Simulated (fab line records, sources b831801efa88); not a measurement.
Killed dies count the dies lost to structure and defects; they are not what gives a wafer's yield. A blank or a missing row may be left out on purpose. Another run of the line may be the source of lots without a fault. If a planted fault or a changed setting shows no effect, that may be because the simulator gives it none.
Which of the tools did it? :: flow gf180mcu :: Sampling: 13 lots, 39 wafers, 2 of 602 route steps

## WHAT THE GAUGES SHOWED, per wafer
GF_V4_RS_MEAS_24: measurement is done with a four-point probe. Usual: V4_W_RS typically reads 0.328 ohm/sq, with standard deviation 0.0034.
lot: L866
measured: day 24 17:48
on: filmMetro-02
V4_W_RS (ohm/sq): 0.334 0.327 0.329
flag: 

lot: L868
measured: day 25 06:06
on: filmMetro-03
V4_W_RS (ohm/sq): 0.321 0.325 0.329
flag: 

lot: L870
measured: day 26 04:28
on: filmMetro-02
V4_W_RS (ohm/sq): 0.333 0.336 0.336
flag: 

lot: L872
measured: day 26 19:59
on: filmMetro-04
V4_W_RS (ohm/sq): 0.323 0.322 0.322
flag: 

lot: L876
measured: day 28 03:43
on: filmMetro-04
V4_W_RS (ohm/sq): 0.327 0.327 0.330
flag: 

lot: L877
measured: day 28 10:52
on: filmMetro-02
V4_W_RS (ohm/sq): 0.327 0.326 0.325
flag: 

lot: L878
measured: day 28 17:01
on: filmMetro-02
V4_W_RS (ohm/sq): 0.334 0.335 0.334
flag: 

lot: L879
measured: day 28 20:23
on: filmMetro-02
V4_W_RS (ohm/sq): 0.324 0.326 0.325
flag: 

lot: L880
measured: day 29 09:52
on: filmMetro-04
V4_W_RS (ohm/sq): 0.324 0.325 0.330
flag: 

lot: L882
measured: day 29 14:19
on: filmMetro-04
V4_W_RS (ohm/sq): 0.332 0.327 0.327
flag: 

lot: L883
measured: day 29 22:16
on: filmMetro-04
V4_W_RS (ohm/sq): 0.326 0.331 0.329
flag: 

lot: L885
measured: day 30 02:29
on: filmMetro-04
V4_W_RS (ohm/sq): 0.332 0.331 0.334
flag: 

lot: L888
measured: day 30 23:56
on: filmMetro-04
V4_W_RS (ohm/sq): 0.326 0.326 0.326
flag: 

## WHAT TOOL EACH LOT RAN ON (gives the tool, then ch and the chambers of the sampled wafers, and finally the start)
lot: L866
GF_V4_SPUTTER_21: pvdSputter-02, day 24 17:33

lot: L868
GF_V4_SPUTTER_21: pvdSputter-01, day 25 05:53

lot: L870
GF_V4_SPUTTER_21: pvdSputter-04, day 26 04:07

lot: L872
GF_V4_SPUTTER_21: pvdSputter-01, day 26 19:47

lot: L876
GF_V4_SPUTTER_21: pvdSputter-02, day 28 03:31

lot: L877
GF_V4_SPUTTER_21: pvdSputter-04, day 28 10:39

lot: L878
GF_V4_SPUTTER_21: pvdSputter-01, day 28 16:46

lot: L879
GF_V4_SPUTTER_21: pvdSputter-02, day 28 20:07

lot: L880
GF_V4_SPUTTER_21: pvdSputter-04, day 29 09:39

lot: L882
GF_V4_SPUTTER_21: pvdSputter-02, day 29 14:06

lot: L883
GF_V4_SPUTTER_21: pvdSputter-01, day 29 22:01

lot: L885
GF_V4_SPUTTER_21: pvdSputter-01, day 30 02:17

lot: L888
GF_V4_SPUTTER_21: pvdSputter-02, day 30 23:41
- GF_V4_SPUTTER_21: material Ti, target thk 15 nm, time 80.02 s.

## WHAT THE TOOLS THEMSELVES READ (means of the sampled wafers that have a number; where no wafer has one, the mark that the record gives instead)
GF_V4_SPUTTER_21. Usual: chamberPressurePa 5.000 Pa, standard deviation 0.01; throttleValvePct 29.6 %, standard deviation 1.
lot: L866
tool: pvdSputter-02
chamberPressurePa (Pa): 5.012
throttleValvePct (%): 29.5
flag: 

lot: L868
tool: pvdSputter-01
chamberPressurePa (Pa): 4.992
throttleValvePct (%): 29.9
flag: 

lot: L870
tool: pvdSputter-04
chamberPressurePa (Pa): 4.994
throttleValvePct (%): 29.0
flag: 

lot: L872
tool: pvdSputter-01
chamberPressurePa (Pa): 5.005
throttleValvePct (%): 29.9
flag: 

lot: L876
tool: pvdSputter-02
chamberPressurePa (Pa): 5.001
throttleValvePct (%): 28.4
flag: 

lot: L877
tool: pvdSputter-04
chamberPressurePa (Pa): 5.007
throttleValvePct (%): 29.9
flag: 

lot: L878
tool: pvdSputter-01
chamberPressurePa (Pa): 5.004
throttleValvePct (%): 31.1
flag: 

lot: L879
tool: pvdSputter-02
chamberPressurePa (Pa): 5.004
throttleValvePct (%): 28.9
flag: 

lot: L880
tool: pvdSputter-04
chamberPressurePa (Pa): 4.997
throttleValvePct (%): 30.0
flag: 

lot: L882
tool: pvdSputter-02
chamberPressurePa (Pa): 4.999
throttleValvePct (%): 29.2
flag: 

lot: L883
tool: pvdSputter-01
chamberPressurePa (Pa): 4.996
throttleValvePct (%): 30.2
flag: 

lot: L885
tool: pvdSputter-01
chamberPressurePa (Pa): 5.002
throttleValvePct (%): 30.4
flag: 

lot: L888
tool: pvdSputter-02
chamberPressurePa (Pa): 5.006
throttleValvePct (%): 28.9
flag: 

## THE ANSWER, worked out from the rows above alone
Rule: a lot is off if the mean of its wafers that have a number lies more than 3 standard deviations from the usual mean. A lot without any number at a reading at which 4 lots or more have one is off too. Any other lot the step has rows for is counted as sound. After the gauges, taken in route order, come the tools' own readings; for these a lot's mean is taken, as printed above. The first step at which some lot is off is used, and at that step the reading that is off furthest; a lot without a number counts as furthest.
Nothing can be told from this: no lot is off at any reading shown.

## WHAT HAD BEEN PUT IN BY THE SIMULATOR
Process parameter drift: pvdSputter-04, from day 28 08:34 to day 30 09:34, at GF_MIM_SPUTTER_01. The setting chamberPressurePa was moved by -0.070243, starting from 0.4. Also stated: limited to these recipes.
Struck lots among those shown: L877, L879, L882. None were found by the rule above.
